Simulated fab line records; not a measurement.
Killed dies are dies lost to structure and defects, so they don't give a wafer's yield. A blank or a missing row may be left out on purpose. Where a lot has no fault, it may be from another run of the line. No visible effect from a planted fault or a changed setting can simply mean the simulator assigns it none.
The tool behind it: which one? | flow sky130 | 14 lots with 42 wafers sampled at 4 steps, on a route of 708 steps

== WHAT THE GAUGES SHOWED, per wafer ==
SKY_FIELD_ISO_CD_MEAS_13: the cd target is 150 nm. Usual: cdNm at 150.0 nm, with a standard deviation of 1.7.
lot  | measured    | on       | cdNm (nm)         | flag
L547 | day 2 06:55 | cdSem-01 | 147.5 149.4 149.6 | 
L548 | day 2 09:07 | cdSem-01 | 151.8 148.7 150.2 | 
L550 | day 2 22:50 | cdSem-02 | 150.0 150.8 149.3 | 
L551 | day 3 02:02 | cdSem-01 | 147.1 148.1 147.5 | 
L552 | day 3 09:02 | cdSem-02 | 149.4 148.4 149.4 | 
L555 | day 4 01:07 | cdSem-01 | 149.1 150.8 150.2 | 
L558 | day 4 13:34 | cdSem-01 | 148.6 149.8 148.8 | 
L559 | day 4 18:24 | cdSem-02 | 109.3 108.9 110.4 | OFF
L560 | day 5 01:08 | cdSem-02 | 116.6 116.6 116.6 | OFF
L561 | day 5 07:22 | cdSem-01 | 151.6 151.2 151.7 | 
L567 | day 6 14:40 | cdSem-02 | 149.5 149.6 150.0 | 
L568 | day 6 18:02 | cdSem-01 | 147.7 146.7 146.8 | 
L569 | day 6 23:56 | cdSem-01 | 150.7 153.3 152.3 | 
L570 | day 7 03:53 | cdSem-01 | 151.1 150.6 149.3 | 

SKY_NWELL_THK_MEAS_02. Usual: NWELL_OXIDATION_THK gives 9.91 nm (standard deviation 0.19).
lot  | measured    | on           | NWELL_OXIDATION_THK (nm) | flag
L547 | day 2 16:29 | filmMetro-01 | 9.87 9.77 9.80           | 
L548 | day 2 20:48 | filmMetro-04 | 9.96 9.81 9.86           | 
L550 | day 3 08:31 | filmMetro-01 | 9.77 9.62 9.70           | 
L551 | day 3 11:17 | filmMetro-04 | 9.53 9.80 9.70           | 
L552 | day 3 16:42 | filmMetro-01 | 10.13 10.25 10.17        | 
L555 | day 4 08:26 | filmMetro-03 | 10.16 9.96 9.96          | 
L558 | day 4 20:49 | filmMetro-04 | 9.62 9.66 9.77           | 
L561 | day 5 14:22 | filmMetro-04 | 9.55 9.90 9.63           | 
L567 | day 6 20:29 | filmMetro-01 | 9.88 9.93 9.86           | 
L568 | day 7 01:44 | filmMetro-01 | 9.81 10.00 9.93          | 
L569 | day 7 07:04 | filmMetro-04 | 9.95 9.87 9.97           | 
L570 | day 7 09:58 | filmMetro-01 | 10.04 10.12 10.21        | 

SKY_NWELL_RS_MEAS_29: uses a four-point probe to measure. Usual: NWELL_RS gives 625.3 ohm/sq (standard deviation 1.8).
lot  | measured     | on           | NWELL_RS (ohm/sq) | flag
L547 | day 5 10:44  | filmMetro-03 | 624.9 624.3 623.7 | 
L548 | day 5 16:26  | filmMetro-04 | 627.4 625.6 627.6 | 
L550 | day 6 07:38  | filmMetro-04 | 625.5 624.7 622.9 | 
L551 | day 6 10:47  | filmMetro-01 | 623.0 624.4 622.6 | 
L552 | day 6 16:56  | filmMetro-01 | 626.7 625.6 626.3 | 
L555 | day 7 10:20  | filmMetro-03 | 625.2 625.2 625.8 | 
L558 | day 8 02:35  | filmMetro-01 | 622.9 621.1 623.4 | 
L561 | day 8 22:14  | filmMetro-04 | 627.6 627.7 623.7 | 
L567 | day 10 08:26 | filmMetro-04 | 627.1 626.5 628.8 | 
L568 | day 10 16:40 | filmMetro-03 | 628.3 627.4 627.9 | 
L569 | day 10 21:31 | filmMetro-01 | 621.9 623.3 623.5 | 
L570 | day 11 00:59 | filmMetro-04 | 627.3 625.6 627.5 | 

== WHICH TOOL RAN EACH LOT (tool, then ch and the chambers of the sampled wafers, then the start) ==
lot  | SKY_FIELD_ISO_EXPOSE_10
L547 | krfScanner-01 ch 0, day 1 23:31
L548 | krfScanner-02 ch 0, day 2 01:52
L550 | krfScanner-01 ch 0, day 2 14:58
L551 | krfScanner-01 ch 0, day 2 18:20
L552 | krfScanner-02 ch 0, day 3 01:13
L555 | krfScanner-02 ch 0, day 3 16:52
L558 | krfScanner-02 ch 0, day 4 05:43
L559 | krfScanner-02 ch 0, day 4 10:14
L560 | krfScanner-02 ch 0, day 4 16:16
L561 | krfScanner-01 ch 0, day 4 22:13
L567 | krfScanner-01 ch 0, day 6 05:01
L568 | krfScanner-01 ch 0, day 6 08:05
L569 | krfScanner-01 ch 0, day 6 14:34
L570 | krfScanner-01 ch 0, day 6 18:37
- SKY_FIELD_ISO_EXPOSE_10: exposes mask FOM, target cd 150 nm.

== AS READ BY THE TOOLS THEMSELVES (means over the sampled wafers that have a number; for cases with no such wafer, the mark the record gives instead) ==
SKY_FIELD_ISO_EXPOSE_10. Usual: exposureDoseMJCm2 28.02, standard deviation 0.082; focusOffsetNm 0.1 nm, standard deviation 0.61.
lot  | tool          | exposureDoseMJCm2 | focusOffsetNm (nm) | flag
L547 | krfScanner-01 | 28.01             | 0.1                | 
L548 | krfScanner-02 | 28.15             | -0.5               | 
L550 | krfScanner-01 | 28.00             | 0.1                | 
L551 | krfScanner-01 | 27.97             | 0.3                | 
L552 | krfScanner-02 | 28.14             | 0.5                | 
L555 | krfScanner-02 | 28.14             | 0.4                | 
L558 | krfScanner-02 | 28.17             | 0.3                | 
L559 | krfScanner-02 | 34.10             | -0.5               | OFF
L560 | krfScanner-02 | 34.13             | 0.7                | OFF
L561 | krfScanner-01 | 27.99             | 0.8                | 
L567 | krfScanner-01 | 27.93             | 0.0                | 
L568 | krfScanner-01 | 27.97             | -0.8               | 
L569 | krfScanner-01 | 27.98             | 0.5                | 
L570 | krfScanner-01 | 27.96             | 0.6                | 

== THE ANSWER, worked out from the rows above alone ==
Rule: lot off if the mean of its wafers having a number is beyond 3 standard deviations from the usual mean. A lot without any number at a reading at which 4 lots or more have one is off too. The other lots that the step has rows for count as sound. Order of review: gauges by route order, followed by the tools' own readings, for which a lot's mean as printed above is used. At the first step where some lot is off, the reading lying furthest off is the one used; lots without a number count as furthest.
Off: L559, L560, at SKY_FIELD_ISO_CD_MEAS_13 (cdNm).
A tool fits if, at a process step before that reading, it ran every lot that is off, and no sound lot after the first of them. The gauges at SKY_FIELD_ISO_CD_MEAS_13 aren't tried: what is off there is off at SKY_FIELD_ISO_EXPOSE_10 too, on other tools, and a gauge's error can't cause that. One candidate fits, namely krfScanner-02 at SKY_FIELD_ISO_EXPOSE_10. Its last sound lot is L558 (day 4 05:43), its first lot that is off L559 (day 4 10:14): a fault that began between those two fits.
On the lots that are off, the tool's own readings at SKY_FIELD_ISO_EXPOSE_10 differ by more than 5 times the standard deviation of the sound lots' means, which bears it out; exposureDoseMJCm2 reads 34.12 there versus 28.03 on the sound lots.

== WHAT THE SIMULATOR HAD INSERTED ==
Process parameter drift: krfScanner-02, from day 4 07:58 on, at SKY_FIELD_ISO_EXPOSE_10. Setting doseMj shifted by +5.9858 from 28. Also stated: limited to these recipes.
Struck lots among those shown: L559, L560. This agrees with what the rule above found.
